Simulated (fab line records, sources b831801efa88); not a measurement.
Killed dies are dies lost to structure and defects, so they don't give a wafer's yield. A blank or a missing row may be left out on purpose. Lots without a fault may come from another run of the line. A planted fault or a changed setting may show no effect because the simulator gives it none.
One fault seen from 2 desks | flow gf180mcu | each desk has only its own numbers; what lay behind them comes last

THE TOOL OWNER'S DESK: implanter-03
The tool's own readings at GF_MVPSD_IMPLANT_08: means of the sampled wafers that have a number, for each lot that ran on this tool. A lot is out of limits, marked OUT, if its mean lies more than 4 standard deviations from the usual mean; the brackets give that distance.
Columns: A = beam_energy_keV at GF_MVPSD_IMPLANT_08, usual 169.99; B = beam_on_s at GF_MVPSD_IMPLANT_08, usual 10.00 s; C = faraday_current_uA at GF_MVPSD_IMPLANT_08, usual 84.6
lot  | first seen here | A                        | B     | C
L906 | day 5 12:53     | 169.85                   | 10.13 | 83.6
L907 | day 5 18:43     | 169.97                   | 10.09 | 83.8
L915 | day 7 18:37     | 159.07 (-99 or more) OUT | 9.91  | 85.2
L917 | day 8 09:44     | 159.11 (-99 or more) OUT | 9.89  | 85.7
L926 | day 10 22:07    | 170.01                   | 9.93  | 84.9
This desk's finding: out of limits on L915, L917; first on L915, day 7 18:37 (beam_energy_keV at GF_MVPSD_IMPLANT_08). In limits: L906, L907, L926.

THE METROLOGY DESK
What the gauges read, lot by lot, whatever tool the lot ran on: means of the sampled wafers that have a number. A lot is out of limits, marked OUT, if its mean lies more than 4 standard deviations from the usual mean; the brackets give that distance.
Columns: A = VT_IMPLANT_01_OVL at GF_VT_IMPLANT_OVL_MEAS_18, usual -0.8 nm; B = MVPSD_RS at GF_VT_IMPLANT_RS_MEAS_49, usual 1168.1 ohm/sq
lot  | first seen here | A    | B
L905 | day 6 09:17     | -0.6 | 1170.5
L906 | day 6 18:56     | -1.5 | 1165.9
L907 | day 7 00:35     | -2.3 | 1171.5
L908 | day 7 06:44     | -2.0 | 1166.0
L909 | day 7 12:14     | -1.1 | 1164.5
L910 | day 7 19:32     | -1.5 | 1167.5
L915 | day 9 03:14     | -1.8 | 1183.1 (+6.5) OUT
L917 | day 9 18:41     | -0.6 | 1183.4 (+6.7) OUT
L920 | day 10 11:41    | 1.2  | 1168.6
L922 | day 10 23:32    | -1.3 | 1169.0
L925 | day 11 14:26    | -1.5 | 1168.0
L926 | day 12 12:14    | -0.7 | 1166.3
This desk's finding: out of limits on L915, L917; first on L915, day 10 14:48 (MVPSD_RS at GF_VT_IMPLANT_RS_MEAS_49). In limits: L905, L906, L907, L908, L909, L910, L920, L922, L925, L926.

PUT TOGETHER
The tool owner's desk could have raised an alarm at day 7 18:37, on L915, L917.
The metrology desk could have raised an alarm at day 10 14:48, on L915, L917.
Of the lots named, all ran GF_MVPSD_IMPLANT_08 on implanter-03.

WHAT THE SIMULATOR HAD PUT IN
Process parameter drift: implanter-03, from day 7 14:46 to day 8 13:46, at GF_MVPSD_IMPLANT_08. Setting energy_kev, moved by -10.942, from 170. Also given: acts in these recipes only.
Lots struck among those shown: L915, L917.
Hours from the fault's start to each desk's first reading out of limits: the tool owner's desk, 4; the metrology desk, 72.
